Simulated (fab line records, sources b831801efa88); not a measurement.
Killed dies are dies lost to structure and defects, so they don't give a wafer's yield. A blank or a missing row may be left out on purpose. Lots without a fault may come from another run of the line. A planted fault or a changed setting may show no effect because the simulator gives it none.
Which tool did it? | flow sky130 | 10 lots, 30 wafers sampled, at 3 steps of a route of 708

WHAT THE GAUGES READ, wafer by wafer
SKY_CONTACT_THK_MEAS_01.
lot  | measured     | on            | CONTACT_CVD_00_THK (nm)
L162 | day 30 05:43 | film_metro-03 | 74.1 75.0 75.1
L163 | day 30 22:56 | film_metro-03 | 74.4 74.1 75.9
L167 | day 32 04:51 | film_metro-02 | 73.4 73.9 75.2
L169 | day 32 22:33 | film_metro-03 | 61.8 63.1 75.4
L172 | day 33 19:32 | film_metro-02 | 73.6 73.5 75.0
L173 | day 34 06:23 | film_metro-01 | 74.7 75.3 63.2
L178 | day 35 16:56 | film_metro-01 | 74.9 74.3 74.9
L180 | day 36 02:11 | film_metro-03 | 73.8 74.7 74.9
L184 | day 37 15:32 | film_metro-03 | 74.3 73.8 75.1
L185 | day 38 02:07 | film_metro-02 | 75.3 73.4 76.6

WHICH TOOL RAN EACH LOT (tool, then ch and the chambers of the sampled wafers, then the start)
lot  | SKY_LOCAL_INTERCONNECT_ETCH_13    | SKY_CONTACT_CVD_00
L162 | rie_metal-01 ch 0,1, day 30 04:59 | pecvd-01 ch 0,2, day 30 05:41
L163 | rie_metal-03 ch 1, day 30 22:04   | pecvd-02 ch 0,1, day 30 22:54
L167 | rie_metal-02 ch 0,1, day 32 04:07 | pecvd-02 ch 1,2, day 32 04:49
L169 | rie_metal-01 ch 0,1, day 32 21:46 | pecvd-02 ch 0,1, day 32 22:31
L172 | rie_metal-03 ch 0,1, day 33 18:46 | pecvd-04 ch 0,1, day 33 19:30
L173 | rie_metal-02 ch 0,1, day 34 05:38 | pecvd-02 ch 0,1, day 34 06:20
L178 | rie_metal-03 ch 0,1, day 35 16:10 | pecvd-04 ch 0,2, day 35 16:53
L180 | rie_metal-03 ch 0, day 36 01:13   | pecvd-04 ch 0, day 36 02:05
L184 | rie_metal-03 ch 0,1, day 37 14:43 | pecvd-02 ch 0,1,2, day 37 15:29
L185 | rie_metal-01 ch 0,1, day 38 01:17 | pecvd-04 ch 0,1, day 38 02:05
- SKY_LOCAL_INTERCONNECT_ETCH_13: etches BARC in N2/H2, stops on SiO2, time 45.9 s, target depth 60 nm.
- SKY_CONTACT_CVD_00: deposits Si3N4, target thk 75 nm.

THE ANSWER, worked out from the rows above alone
Rule: what is usual is taken from the lots themselves. Put in order of their means at a reading, lots are off if they are a third of the lots or fewer, leave a main group of 4 or more, and stand apart from it by a gap of 3 or more times the standard deviation of the main group's means; of several such gaps the widest counts. A main group whose means are all the same, to the digits that the tables above print for the reading, isn't used. A lot without any number at a reading at which 4 lots or more have one is off too. The other lots that the step has rows for count as sound.
Off: L169, L173, at SKY_CONTACT_THK_MEAS_01 (CONTACT_CVD_00_THK). The main group: mean 74.5 nm, standard deviation 0.33.
A tool fits if, at a process step before that reading, it ran every lot that is off, and no sound lot after the first of them. The gauges at SKY_CONTACT_THK_MEAS_01 are tried like those tools. None of those tried fits.

WHAT THE SIMULATOR HAD PUT IN
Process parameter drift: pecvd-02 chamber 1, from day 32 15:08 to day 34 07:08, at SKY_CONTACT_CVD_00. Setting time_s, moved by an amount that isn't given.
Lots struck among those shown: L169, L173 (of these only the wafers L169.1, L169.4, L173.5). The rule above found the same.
